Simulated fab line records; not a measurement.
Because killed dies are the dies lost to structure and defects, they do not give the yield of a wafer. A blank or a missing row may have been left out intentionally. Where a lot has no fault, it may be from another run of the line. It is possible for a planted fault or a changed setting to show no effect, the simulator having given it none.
fab line records	flow sky130
record: lots: 13	wafers: 39	last-day: 50
route steps=708 shown LDD_N@254 LDD_LDN@300 POLY_CUT@318 PAD_OPEN@708
lots with no fault: from the same line, run without faults
start-h: hours from the record's first day to the start of the lot's first wafer shown	wait-h: how many hours have passed since the lot's step before this one	" identical to the entry in the row above	L1.1+2: a single row standing in for several wafers	- either no value or no given start	* or withheld: withheld	< > ~ a bound
route shown NAME@n: names a module that has steps shown in the file, with the first one's number in the route	usual: average and standard deviation across the fault-free wafers	same: alike in all rows	chamber/n: place in a boat	sites: per-site readings	_std_site: how widely they spread, as a standard deviation	_edge_site: mean of outer sites minus mean of inner sites	radius-mm: for every site, how far away it sits from the centre of the wafer	mask NAME#n: copy n	behind: tool/chamber where the wafer was last shaped	hold: reason for holding the lot/hours on hold/outcome of the hold	device: which transistor (n, p or np) failed to switch	end of line: tests of these same wafers at the route's end	where a step has no rows: the recipe by itself	killed: dies lost to structure and defects at the first sort, not the wafer's yield	map: per-die view of a wafer (x killed, . not killed, _ where there is no die)
set.NAME: setting as actually run; set.NAME@STEP: the setting as run at that earlier step	model.NAME: the simulator's own value behind a step, which no gauge read
steps of the route over a sample of lots; a table a step, a row a wafer
services: the hour from which a tool's chamber was out of use, counted from the record's first day as start-h (under 0 if before that day), plus the number of hours and why
== steps ==
step: SKY_LDD_N_TW_MEAS_17
usual: LDD_N_TW: 2596/27
lot.wafer	tool	chamber	start-h	wait-h	LDD_N_TW
L536.2	film-metro-03	-	397.03	0.1	2613
L536.3	"	-	"	"	2629
L536.6	"	-	"	"	2621
L540.1	film-metro-01	-	435.97	0.1	2585
L540.4	"	-	"	"	2571
L540.5	"	-	"	"	2585
L541.1	film-metro-02	-	454.87	0.1	2579
L541.2	"	-	"	"	2581
L541.4	"	-	"	"	2590
L542.1	film-metro-03	-	457.32	0.1	2617
L542.4	"	-	"	"	2625
L542.5	"	-	"	"	2609
L544.2	film-metro-01	-	491.28	0.1	2591
L544.4	"	-	"	"	2581
L544.6	"	-	"	"	2586
L547.1	film-metro-01	-	506.72	0.1	2570
L547.2	"	-	"	"	2572
L547.6	"	-	"	"	2577
L549.1	film-metro-03	-	518.12	0.1	2632
L549.2	"	-	"	"	2629
L549.6	"	-	"	"	2639
L550.1	film-metro-03	-	525.62	0.1	2642
L550.3	"	-	"	"	2633
L550.6	"	-	"	"	2625
L553.1	film-metro-01	-	550.92	0.1	2583
L553.2	"	-	"	"	2581
L553.4	"	-	"	"	2580
L555.2	film-metro-03	-	568.43	0.1	2649
L555.3	"	-	"	"	2639
L555.5	"	-	"	"	2621
L557.2	film-metro-03	-	580.08	0.1	2628
L557.3	"	-	"	"	2619
L557.6	"	-	"	"	2630
L558.2	film-metro-02	-	586.83	0.1	2578
L558.4	"	-	"	"	2577
L558.5	"	-	"	"	2581
L559.2	film-metro-02	-	600.13	0.1	2566
L559.3	"	-	"	"	2586
L559.4	"	-	"	"	2565
step: SKY_LDD_LDN_IMPLANT_11
recipe: species: As	energy-kev: 15	dose-cm2: 1.25e+13	tilt-deg: withheld	rotation-deg: 293
usual: dose-ions-cm2: 1.2499e+13/1.4e+10	faraday-current-uA: 70.5/1.4
lot.wafer	tool	chamber	start-h	wait-h	dose-ions-cm2	faraday-current-uA
L536.2	implanter-02	0	519.65	0.1	1.2504e+13	69.5
L536.3	"	0	"	"	1.2506e+13	71.6
L536.6	"	0	"	"	1.2497e+13	69.9
L540.1	implanter-03	0	558.72	0.1	1.2482e+13	69.6
L540.4	"	0	"	"	1.248e+13	67.0
L540.5	"	0	"	"	1.2498e+13	69.0
L541.1	implanter-03	0	574.97	0.1	1.2497e+13	69.4
L541.2	"	0	"	"	1.2511e+13	71.5
L541.4	"	0	"	"	1.2528e+13	67.5
L542.1	implanter-04	0	578.27	0.1	1.2511e+13	69.9
L542.4	"	0	"	"	1.25e+13	71.3
L542.5	"	0	"	"	1.2485e+13	72.2
L544.2	implanter-04	0	609.49	0.1	1.2502e+13	69.8
L544.4	"	0	"	"	1.2513e+13	71.9
L544.6	"	0	"	"	1.2496e+13	72.0
L547.1	implanter-02	0	626.47	0.1	1.3909e+13	77.8
L547.2	"	0	"	"	1.3929e+13	76.6
L547.6	"	0	"	"	1.3928e+13	78.1
L549.1	implanter-02	0	636.12	0.1	1.3903e+13	80.3
L549.2	"	0	"	"	1.3889e+13	78.3
L549.6	"	0	"	"	1.3911e+13	76.6
L550.1	implanter-04	0	642.92	0.1	1.2508e+13	74.2
L550.3	"	0	"	"	1.25e+13	69.6
L550.6	"	0	"	"	1.248e+13	69.5
L553.1	implanter-04	0	667.37	0.1	1.2495e+13	71.1
L553.2	"	0	"	"	1.2495e+13	72.2
L553.4	"	0	"	"	1.2487e+13	70.3
L555.2	implanter-03	0	684.29	0.1	1.2502e+13	71.3
L555.3	"	0	"	"	1.2498e+13	70.6
L555.5	"	0	"	"	1.2503e+13	70.7
L557.2	implanter-02	0	694.40	0.1	1.2502e+13	69.0
L557.3	"	0	"	"	1.2499e+13	70.8
L557.6	"	0	"	"	1.2506e+13	69.7
L558.2	implanter-03	0	700.34	0.1	1.2499e+13	72.5
L558.4	"	0	"	"	1.248e+13	72.0
L558.5	"	0	"	"	1.2483e+13	69.4
L559.2	implanter-04	0	714.15	0.1	1.2512e+13	70.9
L559.3	"	0	"	"	1.2498e+13	69.0
L559.4	"	0	"	"	1.2495e+13	68.8
step: SKY_LDD_LDN_TW_MEAS_13
usual: LDD_LDN_TW: 1488/16
lot.wafer	tool	chamber	start-h	wait-h	LDD_LDN_TW
L536.2	film-metro-03	-	519.88	0.1	1501
L536.3	"	-	"	"	1502
L536.6	"	-	"	"	1513
L540.1	film-metro-02	-	558.97	0.1	1473
L540.4	"	-	"	"	1471
L540.5	"	-	"	"	1472
L541.1	film-metro-02	-	575.22	0.1	1470
L541.2	"	-	"	"	1474
L541.4	"	-	"	"	1472
L542.1	film-metro-02	-	578.52	0.1	1476
L542.4	"	-	"	"	1472
L542.5	"	-	"	"	1480
L544.2	film-metro-02	-	609.73	0.1	1479
L544.4	"	-	"	"	1479
L544.6	"	-	"	"	1471
L547.1	film-metro-02	-	626.72	0.1	1490
L547.2	"	-	"	"	1490
L547.6	"	-	"	"	1488
L549.1	film-metro-03	-	636.37	0.1	1517
L549.2	"	-	"	"	1518
L549.6	"	-	"	"	1522
L550.1	film-metro-03	-	643.17	0.1	1510
L550.3	"	-	"	"	1503
L550.6	"	-	"	"	1502
L553.1	film-metro-01	-	667.62	0.1	1477
L553.2	"	-	"	"	1471
L553.4	"	-	"	"	1474
L555.2	film-metro-01	-	684.53	0.1	1478
L555.3	"	-	"	"	1484
L555.5	"	-	"	"	1488
L557.2	film-metro-01	-	694.63	0.1	1476
L557.3	"	-	"	"	1479
L557.6	"	-	"	"	1481
L558.2	film-metro-01	-	700.58	0.1	1482
L558.4	"	-	"	"	1467
L558.5	"	-	"	"	1479
L559.2	film-metro-01	-	714.38	0.1	1474
L559.3	"	-	"	"	1471
L559.4	"	-	"	"	1485
step: SKY_POLY_CUT_ETCH_11
recipe: target: Si3N4	chemistry: CF4/CH2F2/Ar	stop-on: poly-Si	source-w: 600	bias-w: 150	pressure-mtorr: 40	cf4-flow-sccm: 40	ch2f2-flow-sccm: 20	Ar_flow_sccm: 150	time-s: 42.5	target-depth-a: 600
usual: drypump-motor-current-A: 5.5/0.38	oes-product-au: 0.832/0.0051	rf-fwd-power-W: 594.2/2.7	throttle-valve-pct: 14.994/0.0081
lot.wafer	tool	chamber	start-h	wait-h	drypump-motor-current-A	oes-product-au	rf-fwd-power-W	rf-hours-counter-h	throttle-valve-pct
L536.2	rie-diel-01	2	552.33	0.0	5.8	0.830	593.8	7	14.984
L536.3	"	0	"	"	4.9	0.831	592.8	57	14.998
L536.6	"	2	"	"	5.9	0.828	591.3	-	14.985
L540.1	rie-diel-01	3	590.18	0.0	5.4	0.828	596.3	60	14.991
L540.4	"	1	"	"	6.1	0.835	592.7	54	14.993
L540.5	"	1	"	"	6.1	0.830	593.2	-	14.987
L541.1	rie-diel-03	2	606.03	0.0	5.8	0.836	592.7	5	14.978
L541.2	"	3	"	"	5.1	0.835	596.4	9	15.003
L541.4	"	1	"	"	5.1	0.830	595.0	6	14.997
L542.1	rie-diel-03	0	608.88	0.0	5.3	0.835	595.5	2	15.011
L542.4	"	1	"	"	5.1	0.835	595.5	6	14.993
L542.5	"	0	"	"	5.3	0.838	598.2	-	15.003
L544.2	rie-diel-02	0	639.93	0.0	5.8	0.827	589.0	20	14.994
L544.4	"	2	"	"	5.5	0.835	594.0	4	15.000
L544.6	"	3	"	"	5.5	0.833	593.9	-	14.977
L547.1	rie-diel-02	0	657.33	0.0	5.8	0.831	587.8	20	14.999
L547.2	"	2	"	"	5.5	0.834	595.7	5	14.996
L547.6	"	2	"	"	5.5	0.832	594.4	-	15.006
L549.1	rie-diel-03	1	671.78	0.0	5.1	0.834	598.8	8	15.000
L549.2	"	2	"	"	5.9	0.839	595.5	6	14.990
L549.6	"	1	"	"	5.1	0.826	597.1	-	14.992
L550.1	rie-diel-02	1	675.28	0.0	6.0	0.828	587.8	18	14.988
L550.3	"	2	"	"	5.5	0.834	594.6	5	14.996
L550.6	"	2	"	"	5.4	0.828	596.0	-	14.984
L553.1	rie-diel-03	3	697.63	0.0	5.1	0.824	596.4	12	14.998
L553.2	"	0	"	"	5.3	0.815	596.0	4	14.980
L553.4	"	1	"	"	5.1	0.824	598.9	8	14.992
L555.2	rie-diel-01	0	715.18	0.0	4.9	0.838	593.9	1	14.997
L555.3	"	1	"	"	6.1	0.830	592.2	0	14.991
L555.5	"	2	"	"	5.8	0.844	593.5	-	14.989
L557.2	rie-diel-01	3	729.53	0.0	5.4	0.828	593.5	1	14.988
L557.3	"	1	"	"	6.1	0.827	595.1	0	15.006
L557.6	"	1	"	"	6.1	0.837	592.5	-	15.001
L558.2	rie-diel-02	0	731.01	0.0	5.9	0.826	590.8	23	15.007
L558.4	"	0	"	"	5.8	0.837	587.4	-	15.004
L558.5	"	1	"	"	6.0	0.834	591.6	-	14.996
L559.2	rie-diel-03	3	740.68	0.0	5.1	0.833	594.1	13	15.000
L559.3	"	0	"	"	5.3	0.829	594.6	6	14.999
L559.4	"	1	"	"	5.1	0.832	598.3	-	15.001
step: SKY_PAD_OPEN_PROBE_99
usual: killed_at_M0_to_M3: 44/6.6	killed_at_M4_up: 2.9/1.8	killed-at-contacts: 24/4.8	killed-at-front-end: 15/4.5	killed-at-other: 0.3/0.64	killed-dies: 86/8.7	killed-open: 47/6.5	killed-short: 39/5.8
same: gross-dies: 492	killed-at-back-side: 0
lot.wafer	tool	chamber	start-h	wait-h	killed_at_M0_to_M3	killed_at_M4_up	killed-at-contacts	killed-at-front-end	killed-at-other	killed-dies	killed-open	killed-short
L536.2	prober-01	-	1072.03	0.1	37	0	21	25	0	83	44	39
L536.3	prober-01	-	1072.08	0.2	40	6	28	17	0	91	47	44
L536.6	prober-01	-	1072.23	0.2	36	5	24	16	0	81	42	39
L540.1	prober-01	-	1093.49	0.1	44	5	24	21	0	94	61	33
L540.4	prober-01	-	1093.64	0.2	52	1	30	14	0	97	55	41
L540.5	prober-01	-	1093.69	0.2	40	3	22	16	0	81	39	41
L541.1	prober-02	-	1108.91	0.1	34	5	18	11	0	68	40	28
L541.2	prober-02	-	1108.96	0.1	34	1	25	18	0	78	45	33
L541.4	prober-02	-	1109.06	0.2	42	1	24	17	0	84	55	29
L542.1	prober-01	-	1110.50	0.1	54	3	29	12	1	99	49	48
L542.4	prober-01	-	1110.65	0.2	47	2	19	24	2	94	43	49
L542.5	prober-01	-	1110.70	0.2	42	6	21	11	0	80	47	32
L544.2	prober-02	-	1134.87	0.1	36	1	27	21	1	86	40	45
L544.4	prober-02	-	1134.97	0.2	42	4	35	13	0	94	55	39
L544.6	prober-02	-	1135.07	0.2	33	2	31	14	0	80	42	38
L547.1	prober-02	-	1143.06	0.1	52	3	23	19	1	98	59	38
L547.2	prober-02	-	1143.11	0.1	55	2	24	20	0	101	54	45
L547.6	prober-02	-	1143.31	0.2	41	4	18	16	0	79	40	39
L549.1	prober-02	-	1149.08	0.1	49	2	32	13	0	96	50	46
L549.2	prober-02	-	1149.13	0.1	37	2	27	15	0	81	49	31
L549.6	prober-02	-	1149.33	0.2	28	8	23	7	0	66	36	30
L550.1	prober-01	-	1152.90	0.1	49	2	19	14	0	84	47	37
L550.3	prober-01	-	1153.00	0.2	50	2	22	13	2	89	51	38
L550.6	prober-01	-	1153.15	0.2	49	2	20	15	0	86	39	47
L553.1	prober-02	-	1168.54	0.1	55	6	24	14	0	99	57	41
L553.2	prober-02	-	1168.59	0.1	37	5	24	12	0	78	39	38
L553.4	prober-02	-	1168.69	0.2	42	4	22	15	0	83	38	43
L555.2	prober-02	-	1177.90	0.1	44	1	22	11	0	78	33	45
L555.3	prober-02	-	1177.95	0.2	32	5	30	13	0	80	44	36
L555.5	prober-02	-	1178.05	0.2	36	3	24	13	0	76	42	34
L557.2	prober-02	-	1185.31	0.1	49	3	31	21	0	104	54	50
L557.3	prober-02	-	1185.36	0.2	40	2	28	18	0	88	52	36
L557.6	prober-02	-	1185.51	0.2	40	1	22	13	1	77	45	31
L558.2	prober-01	-	1186.81	0.1	40	3	17	21	1	82	45	37
L558.4	prober-01	-	1186.91	0.2	49	5	18	9	1	82	46	36
L558.5	prober-01	-	1186.96	0.2	42	5	24	22	1	94	45	47
L559.2	prober-02	-	1195.66	0.1	38	4	26	14	0	82	48	34
L559.3	prober-02	-	1195.71	0.2	49	2	38	10	0	99	58	41
L559.4	prober-02	-	1195.76	0.2	42	4	24	13	1	84	48	36
killed by level:class
L536.2 VIA1:geometric-particle:open=10 CONTACT:geometric-particle:open=7 METAL2:geometric-particle:short=6 VIA3:geometric-particle:open=6 LI_CONTACT:geometric-particle:open=5 CONTACT:geometric-particle:short=5 VIA3:geometric-particle:short=5 FIELD_ISO:geometric-particle:short=4
L536.3 VIA1:geometric-particle:open=10 CONTACT:geometric-particle:open=9 FIELD_ISO:geometric-particle:open=7 VIA2:geometric-particle:open=7 METAL1:geometric-particle:short=6 LOCAL_INTERCONNECT:geometric-particle:short=6 METAL3:geometric-particle:short=6 CONTACT:geometric-particle:short=5
L536.6 VIA1:geometric-particle:open=12 CONTACT:geometric-particle:open=11 CONTACT:geometric-particle:short=7 FIELD_ISO:geometric-particle:open=5 POLY_GATE:geometric-particle:short=5 VIA3:geometric-particle:open=5 LOCAL_INTERCONNECT:geometric-particle:short=4 VIA2:geometric-particle:open=4
L540.1 VIA1:geometric-particle:open=15 CONTACT:geometric-particle:open=13 POLY_GATE:geometric-particle:open=7 VIA2:geometric-particle:open=7 LI_CONTACT:geometric-particle:open=6 METAL1:geometric-particle:short=5 FIELD_ISO:geometric-particle:short=4 POLY_GATE:geometric-particle:short=4
L540.4 CONTACT:geometric-particle:open=13 VIA1:geometric-particle:open=13 VIA2:geometric-particle:open=9 VIA1:geometric-particle:short=8 CONTACT:geometric-particle:short=8 METAL2:geometric-particle:short=6 FIELD_ISO:geometric-particle:open=5 LI_CONTACT:geometric-particle:open=5
L540.5 CONTACT:geometric-particle:open=8 POLY_GATE:geometric-particle:open=6 VIA2:geometric-particle:open=6 VIA2:geometric-particle:short=5 LOCAL_INTERCONNECT:geometric-particle:short=5 VIA1:geometric-particle:open=5 VIA1:geometric-particle:short=5 METAL3:geometric-particle:short=5
L541.1 VIA2:geometric-particle:open=7 CONTACT:geometric-particle:open=6 VIA3:geometric-particle:open=6 FIELD_ISO:geometric-particle:open=4 LI_CONTACT:geometric-particle:open=4 LOCAL_INTERCONNECT:geometric-particle:short=4 VIA2:geometric-particle:short=4 METAL4:geometric-particle:short=4
L541.2 CONTACT:geometric-particle:open=11 VIA1:geometric-particle:open=9 LI_CONTACT:geometric-particle:open=6 POLY_GATE:geometric-particle:short=6 METAL2:geometric-particle:short=6 VIA2:geometric-particle:open=5 LOCAL_INTERCONNECT:geometric-particle:short=4 FIELD_ISO:geometric-particle:open=3
L541.4 VIA1:geometric-particle:open=13 CONTACT:geometric-particle:open=11 FIELD_ISO:geometric-particle:open=6 METAL1:geometric-particle:short=5 POLY_GATE:geometric-particle:short=4 LI_CONTACT:geometric-particle:open=4 VIA2:geometric-particle:open=4 CONTACT:geometric-particle:short=4
L542.1 CONTACT:geometric-particle:open=13 METAL1:geometric-particle:short=9 METAL2:geometric-particle:short=9 VIA2:geometric-particle:open=7 LI_CONTACT:geometric-particle:open=6 VIA3:geometric-particle:open=5 VIA1:geometric-particle:open=5 VIA2:geometric-particle:short=5
L542.4 METAL2:geometric-particle:short=9 VIA2:geometric-particle:open=9 METAL1:geometric-particle:short=7 VIA1:geometric-particle:short=6 LI_CONTACT:geometric-particle:open=6 VIA3:geometric-particle:open=6 SPACER:geometric-particle:short=5 CONTACT:geometric-particle:open=5
L542.5 VIA1:geometric-particle:open=12 CONTACT:geometric-particle:open=11 LI_CONTACT:geometric-particle:open=7 VIA3:geometric-particle:open=6 METAL2:geometric-particle:short=6 METAL1:geometric-particle:short=5 VIA1:geometric-particle:short=5 POLY_GATE:geometric-particle:short=4
L544.2 POLY_GATE:geometric-particle:short=8 CONTACT:geometric-particle:short=7 CONTACT:geometric-particle:open=7 VIA1:geometric-particle:open=7 VIA2:geometric-particle:open=6 LOCAL_INTERCONNECT:geometric-particle:short=5 FIELD_ISO:geometric-particle:open=4 FIELD_ISO:geometric-particle:short=4
L544.4 LI_CONTACT:geometric-particle:open=10 VIA1:geometric-particle:open=9 CONTACT:geometric-particle:open=8 VIA1:geometric-particle:short=7 LOCAL_INTERCONNECT:geometric-particle:open=5 CONTACT:geometric-particle:short=5 METAL2:geometric-particle:short=5 LI_CONTACT:geometric-particle:short=4
L544.6 CONTACT:geometric-particle:short=8 CONTACT:geometric-particle:open=8 VIA1:geometric-particle:open=8 METAL1:geometric-particle:short=6 LI_CONTACT:geometric-particle:open=5 POLY_GATE:geometric-particle:short=4 LOCAL_INTERCONNECT:geometric-particle:short=4 VIA3:geometric-particle:open=4
L547.1 VIA1:geometric-particle:open=14 VIA2:geometric-particle:open=11 CONTACT:geometric-particle:open=10 METAL2:geometric-particle:short=9 LI_CONTACT:geometric-particle:open=8 VIA3:geometric-particle:short=6 FIELD_ISO:geometric-particle:open=5 POLY_GATE:geometric-particle:open=4
L547.2 VIA1:geometric-particle:open=17 CONTACT:geometric-particle:open=8 VIA1:geometric-particle:short=8 VIA3:geometric-particle:open=6 FIELD_ISO:geometric-particle:open=5 LI_CONTACT:geometric-particle:open=5 CONTACT:geometric-particle:short=5 METAL1:geometric-particle:short=5
L547.6 VIA1:geometric-particle:open=14 FIELD_ISO:geometric-particle:short=8 METAL2:geometric-particle:short=6 LOCAL_INTERCONNECT:geometric-particle:short=5 CONTACT:geometric-particle:open=5 METAL1:geometric-particle:short=4 CONTACT:geometric-particle:short=4 METAL2:geometric-particle:open=4
L549.1 VIA1:geometric-particle:open=14 LI_CONTACT:geometric-particle:open=11 CONTACT:geometric-particle:open=8 METAL2:geometric-particle:short=8 CONTACT:geometric-particle:short=7 VIA1:geometric-particle:short=6 VIA3:geometric-particle:open=6 FIELD_ISO:geometric-particle:short=4
L549.2 VIA1:geometric-particle:open=15 CONTACT:geometric-particle:open=9 FIELD_ISO:geometric-particle:short=6 LI_CONTACT:geometric-particle:open=6 CONTACT:geometric-particle:short=5 VIA1:geometric-particle:short=5 VIA2:geometric-particle:open=4 FIELD_ISO:geometric-particle:open=3
L549.6 VIA1:geometric-particle:open=8 CONTACT:geometric-particle:open=8 METAL4:geometric-particle:short=6 LI_CONTACT:geometric-particle:open=5 CONTACT:geometric-particle:short=4 METAL3:geometric-particle:short=4 POLY_CUT:geometric-particle:open=3 LI_CONTACT:geometric-particle:short=3
L550.1 VIA1:geometric-particle:open=15 LI_CONTACT:geometric-particle:open=7 VIA1:geometric-particle:short=6 VIA3:geometric-particle:open=6 VIA3:geometric-particle:short=6 POLY_GATE:geometric-particle:short=5 CONTACT:geometric-particle:open=5 METAL2:geometric-particle:short=5
L550.3 VIA1:geometric-particle:open=9 METAL1:geometric-particle:open=8 CONTACT:geometric-particle:open=7 LI_CONTACT:geometric-particle:open=6 METAL2:geometric-particle:short=6 VIA3:geometric-particle:open=6 VIA2:geometric-particle:open=5 VIA2:geometric-particle:short=5
L550.6 METAL1:geometric-particle:short=9 VIA3:geometric-particle:open=8 CONTACT:geometric-particle:open=8 VIA1:geometric-particle:open=8 METAL2:geometric-particle:short=7 VIA1:geometric-particle:short=6 LI_CONTACT:geometric-particle:open=5 POLY_GATE:geometric-particle:short=5
L553.1 VIA1:geometric-particle:open=15 VIA3:geometric-particle:open=11 CONTACT:geometric-particle:open=10 LI_CONTACT:geometric-particle:open=8 VIA1:geometric-particle:short=6 FIELD_ISO:geometric-particle:short=5 VIA2:geometric-particle:open=5 VIA3:geometric-particle:short=5
L553.2 LI_CONTACT:geometric-particle:open=7 VIA1:geometric-particle:open=7 VIA3:geometric-particle:open=7 CONTACT:geometric-particle:short=6 CONTACT:geometric-particle:open=6 METAL2:geometric-particle:short=5 FIELD_ISO:geometric-particle:open=4 LOCAL_INTERCONNECT:geometric-particle:short=4
L553.4 VIA1:geometric-particle:open=9 FIELD_ISO:geometric-particle:short=7 VIA1:geometric-particle:short=7 VIA2:geometric-particle:open=6 LI_CONTACT:geometric-particle:open=6 VIA3:geometric-particle:open=6 CONTACT:geometric-particle:open=5 METAL1:geometric-particle:short=5
L555.2 VIA1:geometric-particle:open=14 CONTACT:geometric-particle:open=7 CONTACT:geometric-particle:short=6 LI_CONTACT:geometric-particle:short=5 METAL2:geometric-particle:short=5 METAL3:geometric-particle:short=5 VIA2:geometric-particle:short=4 FIELD_ISO:geometric-particle:short=3
L555.3 LI_CONTACT:geometric-particle:open=9 CONTACT:geometric-particle:open=8 VIA1:geometric-particle:open=8 LOCAL_INTERCONNECT:geometric-particle:short=6 VIA2:geometric-particle:open=6 FIELD_ISO:geometric-particle:short=5 LI_CONTACT:geometric-particle:short=5 METAL2:geometric-particle:short=5
L555.5 VIA1:geometric-particle:open=10 CONTACT:geometric-particle:open=9 VIA2:geometric-particle:open=7 LI_CONTACT:geometric-particle:open=4 LI_CONTACT:geometric-particle:short=4 VIA2:geometric-particle:short=4 FIELD_ISO:geometric-particle:open=3 POLY_GATE:geometric-particle:short=3
L557.2 VIA1:geometric-particle:open=12 LI_CONTACT:geometric-particle:open=9 CONTACT:geometric-particle:open=9 FIELD_ISO:geometric-particle:short=6 FIELD_ISO:geometric-particle:open=5 POLY_GATE:geometric-particle:open=5 LOCAL_INTERCONNECT:geometric-particle:short=5 CONTACT:geometric-particle:short=5
L557.3 CONTACT:geometric-particle:open=10 LI_CONTACT:geometric-particle:open=9 VIA2:geometric-particle:open=8 VIA1:geometric-particle:open=7 FIELD_ISO:geometric-particle:open=5 VIA1:geometric-particle:short=5 LOCAL_INTERCONNECT:geometric-particle:short=4 METAL1:geometric-particle:short=4
L557.6 VIA1:geometric-particle:open=9 CONTACT:geometric-particle:open=8 LI_CONTACT:geometric-particle:open=6 VIA3:geometric-particle:open=5 METAL2:geometric-particle:short=5 VIA2:geometric-particle:open=5 FIELD_ISO:geometric-particle:open=4 VIA2:geometric-particle:short=4
L558.2 CONTACT:geometric-particle:open=9 VIA3:geometric-particle:open=7 FIELD_ISO:geometric-particle:short=6 FIELD_ISO:geometric-particle:open=5 VIA1:geometric-particle:open=5 LI_CONTACT:geometric-particle:open=5 VIA2:geometric-particle:open=5 METAL1:geometric-particle:short=5
L558.4 VIA1:geometric-particle:open=12 VIA2:geometric-particle:open=12 LI_CONTACT:geometric-particle:open=6 METAL1:geometric-particle:short=6 VIA3:geometric-particle:open=6 CONTACT:geometric-particle:open=5 LOCAL_INTERCONNECT:geometric-particle:short=4 METAL2:geometric-particle:short=4
L558.5 CONTACT:geometric-particle:open=10 POLY_GATE:geometric-particle:short=8 LI_CONTACT:geometric-particle:open=7 VIA2:geometric-particle:open=7 METAL2:geometric-particle:short=7 METAL1:geometric-particle:short=6 POLY_GATE:geometric-particle:open=5 CONTACT:geometric-particle:short=5
L559.2 VIA1:geometric-particle:open=10 CONTACT:geometric-particle:open=9 LI_CONTACT:geometric-particle:short=6 METAL1:geometric-particle:short=6 LI_CONTACT:geometric-particle:open=5 CONTACT:geometric-particle:short=4 VIA3:geometric-particle:open=4 METAL4:geometric-particle:short=4
L559.3 VIA1:geometric-particle:open=13 CONTACT:geometric-particle:open=12 LI_CONTACT:geometric-particle:open=10 VIA2:geometric-particle:open=9 METAL1:geometric-particle:short=7 CONTACT:geometric-particle:short=6 LOCAL_INTERCONNECT:geometric-particle:short=5 VIA1:geometric-particle:short=5
L559.4 LI_CONTACT:geometric-particle:open=12 VIA1:geometric-particle:open=12 VIA2:geometric-particle:open=8 METAL1:geometric-particle:short=5 METAL2:geometric-particle:short=5 POLY_GATE:geometric-particle:short=4 VIA3:geometric-particle:open=4 CONTACT:geometric-particle:open=4
== services ==
tool	chamber	start-h	hours	kind
rie-diel-01	2	501.53	8.5	repair
rie-diel-01	3	504.86	29.7	repair
rie-diel-02	2	530.31	7.4	repair
implanter-03	-	539.05	1.6	repair
rie-diel-03	0	549.48	17.1	repair
implanter-02	-	559.04	4.7	repair
implanter-03	-	589.57	1.0	repair
rie-diel-01	3	594.96	3.4	repair
rie-diel-03	2	595.19	2.4	repair
rie-diel-01	-	600.09	14.6	pm
implanter-03	-	602.08	3.9	repair
implanter-03	-	616.09	2.8	repair
rie-diel-03	-	622.77	0.5	repair
implanter-04	-	624.06	3.5	pm
implanter-03	-	628.29	13.7	repair
rie-diel-01	1	673.63	2.5	repair
rie-diel-03	-	676.75	1.1	repair
rie-diel-02	1	692.01	12.0	repair
implanter-04	-	694.27	4.6	repair
rie-diel-02	3	701.85	50.4	repair
rie-diel-03	-	708.49	0.6	repair
rie-diel-02	1	710.34	8.5	repair
implanter-04	-	731.03	3.5	repair
rie-diel-03	2	738.45	8.1	repair
== key ==
first-sign: step: SKY_LDD_LDN_IMPLANT_11	reading: dose-ions-cm2	direction: up	sigmas: 99+	usual: *	struck: *
effect: step: SKY_LDD_LDN_IMPLANT_11	reading: faraday-current-uA	direction: up	sigmas: 5.4	usual: 70.5	struck: 78.0
met-at SKY_LDD_LDN_IMPLANT_11
struck-lots L547,L549
tester-left-out L547,L549
not-acting-at SKY_LDD_N_TW_MEAS_17,SKY_LDD_LDN_TW_MEAS_13,SKY_POLY_CUT_ETCH_11
onset-between 519.65 626.47
fault: kind: process-parameter-drift	tool: implanter-02	chamber: -	onset-h: 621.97	steps: SKY_LDD_LDN_IMPLANT_11	channel: dose-cm2	offset: *	shape: step	end-h: 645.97	acts-in: *	stated: *
tester-left-out: of these lots the tester's yield and bins aren't shown, on N5 and GAA mostly nor the transistor test; their killed dies are dies lost to structure and defects alone, not to doping, threshold or leakage, so they don't give the yield
